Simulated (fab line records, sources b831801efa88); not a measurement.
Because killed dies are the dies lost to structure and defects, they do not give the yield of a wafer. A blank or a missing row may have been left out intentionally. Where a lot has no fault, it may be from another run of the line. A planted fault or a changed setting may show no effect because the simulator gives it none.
Struck lot and sound lot, side by side / flow gf180mcu / 16 steps out of a route of 602
Sound: wafers L288.3, L288.4, L288.6. Struck: wafers L301.1, L301.5 (left out: L301.6, a lot-mate that was not struck); the cause follows at the end.
For every step that has rows: the tool of each side, followed by ch and its chambers, followed by its first start. Under that, the readings that differ: sound wafers / struck wafers / difference of the means / sigmas: that difference in standard deviations of wafers without a fault.
alike: readings with means less than 2 such deviations apart, plus words and numbers identical on both sides. not compared: withheld readings, readings lacking a value on some wafer, bounds such as >300 that could conceal the same value, and numbers that have no deviation in the record and whose values overlap.
A row with sigmas, a row that says differs or no value, or rows on one side alone: a step with any of these is where the two part. Numbers that don't overlap but have no deviation are shown without sigmas and don't part them. A reading that every wafer of one side lacks parts them only if that side has two wafers or more.

first, 1 step without rows for these wafers: GF_STI_DEVELOP_11 (develop time 60 s).
GF_STI_CD_MEAS_12: target cd 220 nm.
  sound: cd_sem-02 at day 3 02:41; struck: cd_sem-02 at day 5 21:09
  alike: cd_nm
GF_STI_ETCH_13: etches the open film in CHF3/O2, stops on Si, target depth 282.31 nm, time 112.9 s.
  sound on rie_diel-03 ch 0,1, day 3 02:46; struck on rie_diel-01 ch 0, day 5 21:16
  alike: chamber_pressure_mTorr, drypump_motor_current_A, oes_product_au, throttle_valve_pct
  not compared: rf_hours_counter_h
GF_STI_ETCH_14: etches Si in HBr/Cl2/O2, target depth 360 nm, time 102.9 s.
  sound on rie_si-02 ch 0,3, day 3 02:50; struck on rie_si-01 ch 1, day 5 21:21
reading=drypump_motor_current_A (A); sound=5.53 5.53 5.96; struck=6.12 6.13; difference=+0.45; sigmas=+2
  alike: chamber_pressure_mTorr, oes_product_au, throttle_valve_pct
  not compared: rf_hours_counter_h
GF_STI_STRIP_15: strips in O2/N2.
  sound on plasma_asher-03 ch 0,1, day 3 02:57; struck on plasma_asher-03 ch 0,1, day 5 21:26
  alike: chamber_pressure_mTorr, drypump_motor_current_A, heater_power_w, oes_product_au, strip_time_to_endpoint_s
  not compared: rf_hours_counter_h
then, 6 steps without rows for these wafers: GF_STI_CLEAN_16 (cleans in dHF, time 25 s); GF_STI_WET_ETCH_17 (etches Si3N4 in H3PO4, target depth 45 nm, time 514 s); GF_STI_CLEAN_18 (cleans in SC1/SC2, time 150 s); GF_STI_CLEAN_19 (cleans in dHF, time 20 s); GF_STI_WET_ETCH_20 (etches SiO2 in dHF, target depth 20 nm, time 400 s); GF_STI_OXIDATION_21 (stabilise 600 s, purge 300 s, target thk 15 nm).
GF_STI_THK_MEAS_22:
  sound: film_metro-01 at day 3 04:31; struck: film_metro-01 at day 5 23:01
  alike: STI_OXIDATION_01_THK
GF_STI_CVD_23: deposits SiO2, target thk 650 nm, time 108.3 s.
  sound on hdpcvd-02 ch 0,2, day 3 04:33; struck on hdpcvd-02 ch 0, day 5 23:04
reading=model.SiO2_of_STI_CVD_23.thk_nm (nm); sound=644.7 652.4 645.7; struck=683 690.5; difference=+39; sigmas=
GF_STI_THK_MEAS_24:
  sound: film_metro-04 at day 3 04:39; struck: film_metro-01 at day 5 23:08
reading=STI_CVD_23_THK (nm); sound=645 652 646; struck=683 691; difference=+39; sigmas=+6
GF_STI_CMP_25: polishes, stops on Si3N4, t overpolish 33 s, target thk 524.6 nm.
  sound on cmp-01 ch 0,2,3, day 3 04:41; struck on cmp-01 ch 1,3, day 5 23:23
  alike: motor_current_A, platen_rpm
GF_PASSIVATION_PROBE_99:
  rows exist in the record for the sound wafers here (prober-02, day 30 22:46), none for the struck ones

== WHERE THEY PART ==
First at GF_STI_ETCH_14; last, within this record, at GF_PASSIVATION_PROBE_99.

WHY: what had been put in by the simulator
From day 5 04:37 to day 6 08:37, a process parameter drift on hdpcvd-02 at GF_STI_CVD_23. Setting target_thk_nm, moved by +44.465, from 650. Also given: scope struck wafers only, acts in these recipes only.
